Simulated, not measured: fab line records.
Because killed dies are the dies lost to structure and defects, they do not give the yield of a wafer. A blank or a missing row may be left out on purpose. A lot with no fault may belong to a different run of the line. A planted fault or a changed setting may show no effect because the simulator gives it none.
fab line records + flow sky130 + part 2 of 2: steps 29 to 38 of 38
record
- lots=5
- wafers=15
- lastDay=50
route steps=708 shown METAL2@501 VIA2@507 METAL3@532 CAPM@537
lots that met no fault: from a run of the same line without faults
startH: hours from the record's first day to the start of the lot's first wafer shown + waitH: time in hours since the lot's previous step + " identical to the entry in the row above + L1.1+2: a row that stands for several wafers + - no value present, or no start provided + * or withheld: withheld + < > ~ a bound
route shown NAME@n: a module of which the file shows steps, and the number in the route of the first + usual: mean/standard deviation taken from wafers without a fault + same: alike in all rows + chamber/n: place in a boat + sites: per-site readings + _std_site: the standard deviation of these + _edge_site: inner sites' mean taken away from outer sites' mean + radiusMm: how far each site lies from the wafer's centre + mask NAME#n: copy n + behind: the last tool/chamber to shape the wafer + hold: why the lot went on hold/how many hours it stayed there/how the hold came to an end + device: the n, p or np transistor that did not switch + end of line: at the end of the route, the tests of the same wafers + step lacking rows: just its recipe + killed: dies lost to structure and defects at the first sort, not the wafer's yield + map: dies across one wafer; x = killed, . = not, _ = none there
set.NAME: setting as actually run; set.NAME@STEP: the setting as run at that earlier step + model.NAME: the simulator's own value behind a step, which no gauge read
lots at selected steps of the route; one table per step, one row per wafer
services: the hour from which a tool's chamber was out of use, counted from the record's first day as startH (under 0 if before that day), plus the number of hours and why
## steps
# step SKY_VIA2_RS_MEAS_22
# recipe
- thkMeasGauge=four-point-probe
- reads=W_of_VIA2_CVD_21+TiN_of_VIA2_SPUTTER_20
# usual
- VIA2_W_RS=0.272/0.0055
| lot.wafer | tool         | chamber | startH | waitH | VIA2_W_RS[ohm/sq] |
|-----------|--------------|---------|--------|-------|-------------------|
| L075.2    | filmMetro-02 | -       | 878.30 | 0.1   | 0.262             |
| L075.3    | "            | -       | "      | "     | 0.278             |
| L075.6    | "            | -       | "      | "     | 0.277             |
| L076.2    | filmMetro-01 | -       | 881.39 | 0.1   | 0.275             |
| L076.3    | "            | -       | "      | "     | 0.277             |
| L076.5    | "            | -       | "      | "     | 0.273             |
| L080.1    | filmMetro-03 | -       | 912.94 | 0.1   | 0.276             |
| L080.3    | "            | -       | "      | "     | 0.256             |
| L080.4    | "            | -       | "      | "     | 0.276             |
| L083.1    | filmMetro-02 | -       | 929.54 | 0.1   | 0.272             |
| L083.3    | "            | -       | "      | "     | 0.272             |
| L083.5    | "            | -       | "      | "     | 0.270             |
| L090.1    | filmMetro-02 | -       | 997.53 | 0.1   | 0.269             |
| L090.4    | "            | -       | "      | "     | 0.274             |
| L090.5    | "            | -       | "      | "     | 0.271             |
# step SKY_VIA2_THK_MEAS_23
# recipe
- thkMeasGauge=xrf
- reads=W_of_VIA2_CVD_21
# usual
- VIA2_W_THK=408/9.1
| lot.wafer | tool         | chamber | startH | waitH | VIA2_W_THK[nm] |
|-----------|--------------|---------|--------|-------|----------------|
| L075.2    | filmMetro-02 | -       | 878.41 | 0.1   | 423            |
| L075.3    | "            | -       | "      | "     | 402            |
| L075.6    | "            | -       | "      | "     | 400            |
| L076.2    | filmMetro-01 | -       | 881.50 | 0.1   | 400            |
| L076.3    | "            | -       | "      | "     | 400            |
| L076.5    | "            | -       | "      | "     | 404            |
| L080.1    | filmMetro-03 | -       | 913.06 | 0.1   | 400            |
| L080.3    | "            | -       | "      | "     | 428            |
| L080.4    | "            | -       | "      | "     | 402            |
| L083.1    | filmMetro-02 | -       | 929.66 | 0.1   | 413            |
| L083.3    | "            | -       | "      | "     | 411            |
| L083.5    | "            | -       | "      | "     | 416            |
| L090.1    | filmMetro-02 | -       | 997.65 | 0.1   | 415            |
| L090.4    | "            | -       | "      | "     | 413            |
| L090.5    | "            | -       | "      | "     | 413            |
# step SKY_VIA2_CMP_24
# recipe
- stopOn=SiO2
- tOverpolishS=20
- downForcePsi=3.5
- platenRpm=60
- targetThkNm=0
- padVelocityMS=0.94248
# usual
- motorCurrentA=11.9/1.5
- overpolishRunS=20.001/0.0086
- timeToEndpointS=102/4.8
| lot.wafer | tool   | chamber | startH | waitH | motorCurrentA | overpolishRunS | timeToEndpointS |
|-----------|--------|---------|--------|-------|---------------|----------------|-----------------|
| L075.2    | cmp-02 | 3       | 878.51 | 0.1   | 10.6          | 19.999         | 103             |
| L075.3    | "      | 0       | "      | "     | 9.4           | 20.001         | 98              |
| L075.6    | "      | 2       | "      | "     | 12.4          | 19.995         | 97              |
| L076.3    | cmp-01 | 1       | 881.65 | 0.1   | 12.1          | 19.999         | 104             |
| L076.2    | "      | 2       | "      | "     | 12.7          | 20.013         | 100             |
| L076.5    | "      | 3       | "      | "     | 15.4          | 20.012         | 104             |
| L080.1    | cmp-01 | 3       | 913.12 | 0.1   | 14.1          | 19.991         | 103             |
| L080.3    | "      | 0       | "      | "     | 11.9          | 20.004         | 114             |
| L080.4    | "      | 2       | "      | "     | 12.3          | 20.012         | 99              |
| L083.1    | cmp-02 | 3       | 929.77 | 0.1   | 9.8           | 19.987         | 106             |
| L083.3    | "      | 0       | "      | "     | 9.3           | 19.994         | 107             |
| L083.5    | "      | 3       | "      | "     | 10.6          | 20.001         | 105             |
| L090.1    | cmp-01 | 3       | 997.71 | 0.1   | 15.0          | 19.994         | 105             |
| L090.4    | "      | 2       | "      | "     | 13.1          | 19.994         | 104             |
| L090.5    | "      | 0       | "      | "     | 11.8          | 20.003         | 109             |
# step SKY_METAL3_SPUTTER_00
# recipe
- material=Ti
- targetThkNm=15
- powerW=3000
- timeS=10
- chamberPressurePa=0.4
# usual
- throttleValvePct=29.5/0.9
| lot.wafer | tool          | chamber | startH | waitH | throttleValvePct |
|-----------|---------------|---------|--------|-------|------------------|
| L075.2    | pvdSputter-03 | -       | 878.76 | 0.2   | 27.7             |
| L075.3    | "             | -       | "      | "     | 31.2             |
| L075.6    | "             | -       | "      | "     | 29.7             |
| L076.2    | pvdSputter-02 | -       | 881.85 | 0.1   | 29.6             |
| L076.3    | "             | -       | "      | "     | 28.9             |
| L076.5    | "             | -       | "      | "     | 29.4             |
| L080.1    | pvdSputter-02 | -       | 913.44 | 0.3   | 29.8             |
| L080.3    | "             | -       | "      | "     | 30.0             |
| L080.4    | "             | -       | "      | "     | 29.4             |
| L083.1    | pvdSputter-02 | -       | 930.02 | 0.2   | 29.5             |
| L083.3    | "             | -       | "      | "     | 29.4             |
| L083.5    | "             | -       | "      | "     | 29.5             |
| L090.1    | pvdSputter-01 | -       | 998.01 | 0.2   | 28.8             |
| L090.4    | "             | -       | "      | "     | 30.1             |
| L090.5    | "             | -       | "      | "     | 28.7             |
# step SKY_METAL3_SPUTTER_01
# recipe
- material=TiN
- targetThkNm=20
- powerW=6500
- timeS=16.7
- chamberPressurePa=0.4
# usual
- throttleValvePct=29.6/0.92
| lot.wafer | tool          | chamber | startH | waitH | throttleValvePct |
|-----------|---------------|---------|--------|-------|------------------|
| L075.2    | pvdSputter-03 | -       | 878.78 | 0.0   | 27.6             |
| L075.3    | "             | -       | "      | "     | 31.3             |
| L075.6    | "             | -       | "      | "     | 29.9             |
| L076.2    | pvdSputter-02 | -       | 881.87 | 0.0   | 29.6             |
| L076.3    | "             | -       | "      | "     | 29.7             |
| L076.5    | "             | -       | "      | "     | 29.5             |
| L080.1    | pvdSputter-02 | -       | 913.47 | 0.0   | 29.6             |
| L080.3    | "             | -       | "      | "     | 30.2             |
| L080.4    | "             | -       | "      | "     | 29.4             |
| L083.1    | pvdSputter-02 | -       | 930.04 | 0.0   | 29.3             |
| L083.3    | "             | -       | "      | "     | 29.4             |
| L083.5    | "             | -       | "      | "     | 29.3             |
| L090.1    | pvdSputter-01 | -       | 998.03 | 0.0   | 28.6             |
| L090.4    | "             | -       | "      | "     | 29.9             |
| L090.5    | "             | -       | "      | "     | 28.6             |
# step SKY_METAL3_SPUTTER_02
# recipe
- material=AlCu
- targetThkNm=735
- powerW=10600
- timeS=39.1
- chamberPressurePa=0.4
# usual
- throttleValvePct=29.6/0.92
| lot.wafer | tool          | chamber | startH | waitH | throttleValvePct |
|-----------|---------------|---------|--------|-------|------------------|
| L075.2    | pvdSputter-03 | -       | 878.81 | 0.0   | 27.5             |
| L075.3    | "             | -       | "      | "     | 31.5             |
| L075.6    | "             | -       | "      | "     | 29.7             |
| L076.2    | pvdSputter-02 | -       | 881.90 | 0.0   | 29.7             |
| L076.3    | "             | -       | "      | "     | 29.3             |
| L076.5    | "             | -       | "      | "     | 29.2             |
| L080.1    | pvdSputter-02 | -       | 913.49 | 0.0   | 29.6             |
| L080.3    | "             | -       | "      | "     | 30.3             |
| L080.4    | "             | -       | "      | "     | 29.7             |
| L083.1    | pvdSputter-02 | -       | 930.07 | 0.0   | 29.5             |
| L083.3    | "             | -       | "      | "     | 29.4             |
| L083.5    | "             | -       | "      | "     | 29.3             |
| L090.1    | pvdSputter-01 | -       | 998.05 | 0.0   | 28.6             |
| L090.4    | "             | -       | "      | "     | 30.2             |
| L090.5    | "             | -       | "      | "     | 28.9             |
# step SKY_METAL3_SPUTTER_03
# recipe
- material=Ti
- targetThkNm=5
- powerW=3000
- timeS=3.3
- chamberPressurePa=0.4
# usual
- throttleValvePct=29.5/0.92
| lot.wafer | tool          | chamber | startH | waitH | throttleValvePct |
|-----------|---------------|---------|--------|-------|------------------|
| L075.2    | pvdSputter-03 | -       | 878.84 | 0.0   | 27.8             |
| L075.3    | "             | -       | "      | "     | 31.3             |
| L075.6    | "             | -       | "      | "     | 29.7             |
| L076.2    | pvdSputter-02 | -       | 881.94 | 0.0   | 29.7             |
| L076.3    | "             | -       | "      | "     | 29.4             |
| L076.5    | "             | -       | "      | "     | 29.4             |
| L080.1    | pvdSputter-02 | -       | 913.53 | 0.0   | 29.3             |
| L080.3    | "             | -       | "      | "     | 30.4             |
| L080.4    | "             | -       | "      | "     | 29.5             |
| L083.1    | pvdSputter-02 | -       | 930.11 | 0.0   | 29.4             |
| L083.3    | "             | -       | "      | "     | 29.6             |
| L083.5    | "             | -       | "      | "     | 29.7             |
| L090.1    | pvdSputter-01 | -       | 998.09 | 0.0   | 28.6             |
| L090.4    | "             | -       | "      | "     | 30.2             |
| L090.5    | "             | -       | "      | "     | 28.7             |
# step SKY_METAL3_SPUTTER_04
# recipe
- material=TiN
- targetThkNm=70
- powerW=6500
- timeS=58.3
- chamberPressurePa=0.4
# usual
- throttleValvePct=29.6/0.91
| lot.wafer | tool          | chamber | startH | waitH | throttleValvePct |
|-----------|---------------|---------|--------|-------|------------------|
| L075.2    | pvdSputter-03 | -       | 878.86 | 0.0   | 27.7             |
| L075.3    | "             | -       | "      | "     | 31.5             |
| L075.6    | "             | -       | "      | "     | 29.8             |
| L076.2    | pvdSputter-02 | -       | 881.96 | 0.0   | 29.6             |
| L076.3    | "             | -       | "      | "     | 29.3             |
| L076.5    | "             | -       | "      | "     | 29.2             |
| L080.1    | pvdSputter-02 | -       | 913.55 | 0.0   | 29.1             |
| L080.3    | "             | -       | "      | "     | 30.5             |
| L080.4    | "             | -       | "      | "     | 29.3             |
| L083.1    | pvdSputter-02 | -       | 930.13 | 0.0   | 29.2             |
| L083.3    | "             | -       | "      | "     | 29.6             |
| L083.5    | "             | -       | "      | "     | 29.3             |
| L090.1    | pvdSputter-01 | -       | 998.11 | 0.0   | 28.8             |
| L090.4    | "             | -       | "      | "     | 30.0             |
| L090.5    | "             | -       | "      | "     | 28.7             |
# step SKY_CAPM_CVD_00
# recipe
- material=SiO2
- targetThkNm=15.5
- tempC=400
- timeS=withheld
- rfW=450
# usual
- heaterPowerW=692/100
| lot.wafer | tool     | chamber | startH | waitH | heaterPowerW |
|-----------|----------|---------|--------|-------|--------------|
| L075.2    | pecvd-02 | 1       | 878.91 | 0.0   | 671          |
| L075.3    | "        | 0       | "      | "     | 667          |
| L075.6    | "        | 0       | "      | "     | 646          |
| L076.2    | pecvd-01 | 2       | 882.01 | 0.0   | 697          |
| L076.3    | "        | 1       | "      | "     | 649          |
| L076.5    | "        | 2       | "      | "     | 719          |
| L080.1    | pecvd-02 | 1       | 913.60 | 0.0   | 606          |
| L080.3    | "        | 0       | "      | "     | 575          |
| L080.4    | "        | 2       | "      | "     | 574          |
| L083.1    | pecvd-02 | 1       | 930.18 | 0.0   | 596          |
| L083.3    | "        | 2       | "      | "     | 571          |
| L083.5    | "        | 2       | "      | "     | 552          |
| L090.1    | pecvd-04 | 1       | 998.16 | 0.0   | 766          |
| L090.4    | "        | 0       | "      | "     | 836          |
| L090.5    | "        | 2       | "      | "     | 905          |
# step SKY_CAPM_THK_MEAS_01
# recipe
- reads=SiO2_of_CAPM_CVD_00
# usual
- CAPM_CVD_00_THK=15.50/0.22
| lot.wafer | tool         | chamber | startH | waitH | CAPM_CVD_00_THK[nm] |
|-----------|--------------|---------|--------|-------|---------------------|
| L075.2    | filmMetro-01 | -       | 878.94 | -     | 15.74               |
| L075.3    | "            | -       | "      | "     | 15.11               |
| L075.6    | "            | -       | "      | "     | 15.53               |
| L076.2    | filmMetro-03 | -       | 882.04 | -     | 15.31               |
| L076.3    | "            | -       | "      | "     | 15.58               |
| L076.5    | "            | -       | "      | "     | 15.78               |
| L080.1    | filmMetro-01 | -       | 913.62 | -     | 15.57               |
| L080.3    | "            | -       | "      | "     | 15.09               |
| L080.4    | "            | -       | "      | "     | 15.60               |
| L083.1    | filmMetro-04 | -       | 930.20 | -     | 15.54               |
| L083.3    | "            | -       | "      | "     | 15.54               |
| L083.5    | "            | -       | "      | "     | 15.67               |
| L090.1    | filmMetro-03 | -       | 998.18 | -     | 15.53               |
| L090.4    | "            | -       | "      | "     | 15.67               |
| L090.5    | "            | -       | "      | "     | 15.50               |
## services
| tool           | chamber | startH | hours | kind   |
|----------------|---------|--------|-------|--------|
| rieDiel-02     | -       | 834.16 | 2.8   | pm     |
| wetBench-01    | -       | 838.47 | 1.4   | repair |
| rieDiel-02     | 0       | 845.38 | 17.4  | repair |
| krfScanner-02  | -       | 848.50 | 1.0   | pm     |
| cmp-01         | -       | 848.52 | 4.8   | pm     |
| hdpcvd-02      | 2       | 849.70 | 2.3   | repair |
| cmp-02         | -       | 867.86 | 8.9   | pm     |
| cmp-01         | -       | 874.09 | 0.3   | repair |
| cmp-02         | -       | 881.98 | 0.5   | repair |
| rieMetal-02    | -       | 895.60 | 1.4   | pm     |
| cvdW-01        | -       | 904.00 | 14.0  | pm     |
| krfScanner-02  | -       | 907.80 | 1.3   | pm     |
| cvdW-01        | -       | 911.56 | 1.4   | repair |
| cmp-02         | -       | 912.00 | 4.0   | pm     |
| krfScanner-02  | -       | 912.64 | 3.6   | pm     |
| rieMetal-02    | 0       | 937.71 | 21.2  | repair |
| krfScanner-02  | -       | 938.29 | 4.0   | pm     |
| pecvd-02       | 0       | 942.65 | 15.9  | repair |
| plasmaAsher-01 | -       | 947.69 | 1.3   | repair |
| cmp-02         | -       | 962.96 | 6.8   | pm     |
| cmp-01         | -       | 969.76 | 14.7  | pm     |
| rieDiel-02     | 2       | 973.75 | 11.4  | repair |
| pvdSputter-02  | -       | 979.68 | 1.3   | repair |
| rieMetal-02    | 0       | 982.23 | 2.6   | repair |
